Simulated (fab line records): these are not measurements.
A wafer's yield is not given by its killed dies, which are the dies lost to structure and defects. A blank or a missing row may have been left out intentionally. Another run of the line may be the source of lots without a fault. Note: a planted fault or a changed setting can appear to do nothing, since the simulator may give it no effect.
Which tool did it? ; flow sky130 ; 13 lots with 38 wafers sampled at 6 steps, on a route of 708 steps

== WHAT THE GAUGES SHOWED, per wafer ==
SKY_LOCAL_INTERCONNECT_CD_MEAS_11: target cd 170 nm.
lot;measured;on;cd-nm (nm)
L568;day 30 13:14;cd-sem-01;168.1 169.9 168.5
L573;day 32 10:29;cd-sem-01;168.7 170.5 169.2
L574;day 32 21:08;cd-sem-01;167.9 167.7 167.5
L576;day 33 14:37;cd-sem-01;168.1 168.8 169.3
L578;day 34 03:49;cd-sem-02;168.0 169.2 168.4
L580;day 34 14:49;cd-sem-02;171.7 170.5 170.9
L581;day 34 16:08;cd-sem-01;169.9 169.7 169.7
L582;day 34 21:32;cd-sem-02;171.5 170.8 171.5
L585;day 36 00:52;cd-sem-02;170.0 170.2
L587;day 36 09:57;cd-sem-02;173.3 172.6 172.6
L588;day 36 14:43;cd-sem-01;169.2 168.8 169.4
L589;day 37 05:46;cd-sem-02;169.3 169.8 171.2
L591;day 37 15:58;cd-sem-02;170.4 170.3 171.8

SKY_CONTACT_THK_MEAS_03.
lot;measured;on;CONTACT_HDPCVD_THK (nm)
L568;day 30 14:16;film-metro-03;563 566 563
L573;day 32 11:31;film-metro-03;566 572 565
L574;day 32 22:10;film-metro-01;560 563 561
L576;day 33 15:38;film-metro-02;564 564 569
L578;day 34 04:59;film-metro-03;470 458 464
L580;day 34 15:50;film-metro-02;454 449 439
L581;day 34 17:10;film-metro-03;464 452 457
L582;day 34 22:34;film-metro-02;557 563 557
L585;day 36 01:59;film-metro-02;565 566
L587;day 36 11:00;film-metro-03;558 560 556
L588;day 36 15:47;film-metro-03;562 559 575
L589;day 37 06:58;film-metro-01;564 566 568
L591;day 37 17:01;film-metro-03;564 558 565

SKY_CONTACT_BOW_MEAS_05.
lot;measured;on;CONTACT_BOW (um)
L568;day 30 14:38;film-metro-01;80 75 82
L573;day 32 11:56;film-metro-01;92 74 83
L574;day 32 22:37;film-metro-02;88 76 81
L576;day 33 16:00;film-metro-01;93 81 69
L578;day 34 05:21;film-metro-01;73 75 81
L580;day 34 16:12;film-metro-01;87 90 84
L581;day 34 17:32;film-metro-03;72 92 80
L582;day 34 22:55;film-metro-03;84 84 99
L585;day 36 02:22;film-metro-03;70 83
L587;day 36 11:25;film-metro-01;84 77 87
L588;day 36 16:08;film-metro-02;83 75 78
L589;day 37 07:19;film-metro-02;74 83 86
L591;day 37 17:23;film-metro-02;74 78 77

== EACH LOT AND THE TOOL THAT RAN IT (in order: tool; ch and the chambers of the sampled wafers; start) ==
lot;SKY_LOCAL_INTERCONNECT_STRIP_15;SKY_CONTACT_HDPCVD_02;SKY_CONTACT_CMP_04
L568;plasma-asher-04 ch 0,1, day 30 13:29;hdpcvd-01 ch 0,1, day 30 14:11;cmp-01 ch 1,2,3, day 30 14:22
L573;plasma-asher-02 ch 1, day 32 10:46;hdpcvd-01 ch 0,2, day 32 11:27;cmp-01 ch 0,1, day 32 11:41
L574;plasma-asher-04 ch 0,1, day 32 21:25;hdpcvd-01 ch 0,1, day 32 22:05;cmp-01 ch 1,2,3, day 32 22:25
L576;plasma-asher-04 ch 0,1, day 33 14:53;hdpcvd-02 ch 1,2, day 33 15:34;cmp-01 ch 2,3, day 33 15:42
L578;plasma-asher-04 ch 0,1, day 34 04:10;hdpcvd-01 ch 0,1, day 34 04:54;cmp-01 ch 0,1, day 34 05:05
L580;plasma-asher-02 ch 0,1, day 34 15:05;hdpcvd-01 ch 0,1, day 34 15:46;cmp-01 ch 0,1,3, day 34 15:54
L581;plasma-asher-03 ch 0,1, day 34 16:25;hdpcvd-01 ch 0,1,2, day 34 17:06;cmp-01 ch 1,2,3, day 34 17:20
L582;plasma-asher-04 ch 0,1, day 34 21:49;hdpcvd-02 ch 0,2, day 34 22:29;cmp-01 ch 0,1,2, day 34 22:37
L585;plasma-asher-02 ch 1, day 36 01:15;hdpcvd-02 ch 0, day 36 01:54;cmp-01 ch 2,3, day 36 02:05
L587;plasma-asher-03 ch 0,1, day 36 10:15;hdpcvd-02 ch 0,1,2, day 36 10:55;cmp-01 ch 0,3, day 36 11:04
L588;plasma-asher-04 ch 0,1, day 36 15:01;hdpcvd-02 ch 1,2, day 36 15:43;cmp-01 ch 1,3, day 36 15:53
L589;plasma-asher-04 ch 1, day 37 06:09;hdpcvd-01 ch 0,1,2, day 37 06:53;cmp-01 ch 1,2, day 37 07:01
L591;plasma-asher-03 ch 0,1, day 37 16:14;hdpcvd-01 ch 0,1,2, day 37 16:57;cmp-02 ch 1,2,3, day 37 17:05
- SKY_LOCAL_INTERCONNECT_STRIP_15: strips in O2/N2.
- SKY_CONTACT_HDPCVD_02: deposits SiO2, target thk 565 nm, time 94.2 s.
- SKY_CONTACT_CMP_04: polishes SiO2.

== AS READ BY THE TOOLS THEMSELVES (means over the sampled wafers that have a number; for cases with no such wafer, the mark the record gives instead) ==
SKY_LOCAL_INTERCONNECT_STRIP_15.
lot;tool;drypump-motor-current-A (A);oes-product-au (a.u.);strip-time-to-endpoint-s (s)
L568;plasma-asher-04;6.1;0.428;4.731
L573;plasma-asher-02;6.2;0.426;4.758
L574;plasma-asher-04;6.1;0.427;4.696
L576;plasma-asher-04;6.3;0.428;4.758
L578;plasma-asher-04;6.2;0.428;4.735
L580;plasma-asher-02;5.9;0.428;4.679
L581;plasma-asher-03;5.5;0.423;4.715
L582;plasma-asher-04;6.2;0.425;4.686
L585;plasma-asher-02;6.2;0.429;4.707
L587;plasma-asher-03;5.5;0.427;4.722
L588;plasma-asher-04;6.1;0.427;4.723
L589;plasma-asher-04;6.4;0.430;4.735
L591;plasma-asher-03;5.5;0.425;4.735

SKY_CONTACT_HDPCVD_02.
lot;tool;sih4-flow-sccm (sccm)
L568;hdpcvd-01;60.01
L573;hdpcvd-01;59.93
L574;hdpcvd-01;60.07
L576;hdpcvd-02;60.00
L578;hdpcvd-01;48.00
L580;hdpcvd-01;48.31
L581;hdpcvd-01;48.12
L582;hdpcvd-02;60.01
L585;hdpcvd-02;60.05
L587;hdpcvd-02;60.05
L588;hdpcvd-02;60.08
L589;hdpcvd-01;60.03
L591;hdpcvd-01;59.96

SKY_CONTACT_CMP_04.
lot;tool;motor-current-A (A);time-to-endpoint-s (s)
L568;cmp-01;11.1;85
L573;cmp-01;10.2;83
L574;cmp-01;10.8;84
L576;cmp-01;10.9;84
L578;cmp-01;10.4;45
L580;cmp-01;11.1;43
L581;cmp-01;11.4;47
L582;cmp-01;10.7;81
L585;cmp-01;11.2;84
L587;cmp-01;10.5;82
L588;cmp-01;11.4;88
L589;cmp-01;11.1;87
L591;cmp-02;11.7;82

== THE ANSWER, worked out from the rows above alone ==
Rule: the lots themselves supply what counts as usual. The widest of any qualifying gaps counts: lots, ordered by their means at a reading, are off when they make up no more than a third of the lots, leave a main group of 4 or more, and stand apart from it by 3 or more times the standard deviation of that group's means. A main group whose means are all the same, to the digits that the tables above print for the reading, isn't used. A lot without any number at a reading at which 4 lots or more have one is off too. All remaining lots with rows at the step are treated as sound. The gauges are gone through in route order, then the tools' own readings, and for those a lot's mean is taken as printed above. The first step at which some lot is off is used, and at that step the reading that is off furthest; a lot without a number counts as furthest.
Off: L578, L580, L581, at SKY_CONTACT_THK_MEAS_03 (CONTACT_HDPCVD_THK). Main group: mean 563 nm, sd 3.
If a tool, at a process step before that reading, ran all the lots that are off and no sound lot after the first of them, it fits. The gauges at SKY_CONTACT_THK_MEAS_03 aren't tried: what is off there is off at SKY_CONTACT_HDPCVD_02 too, on other tools, and a gauge's error can't cause that. None of those tried fits.

== WHAT THE SIMULATOR HAD INSERTED ==
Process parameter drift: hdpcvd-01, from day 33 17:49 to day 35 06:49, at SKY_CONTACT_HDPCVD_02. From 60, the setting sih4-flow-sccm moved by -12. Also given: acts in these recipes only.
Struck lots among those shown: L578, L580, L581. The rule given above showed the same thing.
